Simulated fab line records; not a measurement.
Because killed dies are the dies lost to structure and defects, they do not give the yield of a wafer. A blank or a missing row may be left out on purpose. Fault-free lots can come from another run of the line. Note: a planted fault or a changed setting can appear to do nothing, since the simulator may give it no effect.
Commonality check across tools    flow sky130    11 lots and 33 wafers in the sample

WHY IT WAS OPENED
2 of 11 lots carry a flag on the reading VT_ADJUST_HVTR_OVL at SKY_VT_ADJUST_HVTR_OVL_MEAS_08. Wafers without a fault read 0.1 nm, standard deviation 1.4.
Rule: flag the lot when none of its wafers has a number, or when each of its wafers that has one lies beyond 4 standard deviations from that mean. The rest of the lots are taken to be sound.

lot   measured      on          VT_ADJUST_HVTR_OVL (nm), wafer by wafer  flag
L591  day 9 08:56   overlay-01  -0.1 -0.8 1.2                            
L592  day 9 20:38   overlay-02  -0.8 -0.3 -0.2                           
L593  day 9 21:49   overlay-02  -1.4 0.0 1.1                             
L594  day 10 05:20  overlay-02  0.4 0.9 -0.5                             
L595  day 10 17:11  overlay-01  2.5 4.1 4.2                              
L604  day 13 17:16  overlay-01  167.0 168.3 168.2                        FLAGGED
L605  day 13 17:35  overlay-02  169.0 167.7 168.6                        FLAGGED
L606  day 13 23:53  overlay-01  0.8 -0.1 0.8                             
L610  day 15 20:40  overlay-01  0.7 -0.1 -2.2                            
L613  day 16 09:29  overlay-02  2.2 0.4 1.9                              
L614  day 16 19:05  overlay-02  0.0 0.8 -0.5                             
The numbers of the flagged lots are 168.1 nm on average: +168.0 nm against the usual, or +99 or more standard deviations.

WHICH TOOL RAN EACH LOT
The record keeps 1 process step preceding the reading, out of 708 steps on the route. In each cell: the tool, then ch and the chambers that the sampled wafers went through, then the start.
lot   flag     SKY_VT_ADJUST_HVTR_EXPOSE_04
L591           iline-stepper-02 ch 0, day 8 22:33
L592           iline-stepper-01 ch 0, day 9 09:29
L593           iline-stepper-01 ch 0, day 9 11:09
L594           iline-stepper-02 ch 0, day 9 17:56
L595           iline-stepper-02 ch 0, day 10 06:29
L604  FLAGGED  iline-stepper-01 ch 0, day 13 04:20
L605  FLAGGED  iline-stepper-01 ch 0, day 13 04:28
L606           iline-stepper-02 ch 0, day 13 11:26
L610           iline-stepper-02 ch 0, day 15 06:35
L613           iline-stepper-02 ch 0, day 15 20:24
L614           iline-stepper-02 ch 0, day 16 04:52
These steps, and what they do:
- SKY_VT_ADJUST_HVTR_EXPOSE_04: exposes mask HVTRM, target cd 380 nm.
- SKY_VT_ADJUST_HVTR_OVL_MEAS_08

FLAGGED OVER TOTAL, TOOL BY TOOL (the gauges that took the reading come last)
step                            tool              lots run  flagged  share of the flagged lots  sound lots run after its first flagged lot
SKY_VT_ADJUST_HVTR_EXPOSE_04    iline-stepper-01  4         2        all                        0
SKY_VT_ADJUST_HVTR_EXPOSE_04    iline-stepper-02  7         0        none                       -
SKY_VT_ADJUST_HVTR_OVL_MEAS_08  overlay-01        5         1        some                       2 (L606,L610)
SKY_VT_ADJUST_HVTR_OVL_MEAS_08  overlay-02        6         1        some                       2 (L613,L614)

WHAT THE TABLE PERMITS
All flagged lots share 1 row of the table, namely iline-stepper-01 at SKY_VT_ADJUST_HVTR_EXPOSE_04.
- iline-stepper-01 at SKY_VT_ADJUST_HVTR_EXPOSE_04 ran 4 lots, 2 of them flagged. Last sound lot L593 at day 9 11:09, first flagged lot L604 at day 13 04:20; a fault beginning in between fits.
iline-stepper-01 at SKY_VT_ADJUST_HVTR_EXPOSE_04 is the single tool remaining.

WHAT WAS PUT IN BY THE SIMULATOR
Scanner matching overlay: iline-stepper-01, from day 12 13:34 on, at SKY_VT_ADJUST_HVTR_EXPOSE_04. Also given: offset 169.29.
Shown lots that were struck: L604, L605. This agrees with what the rule above found.
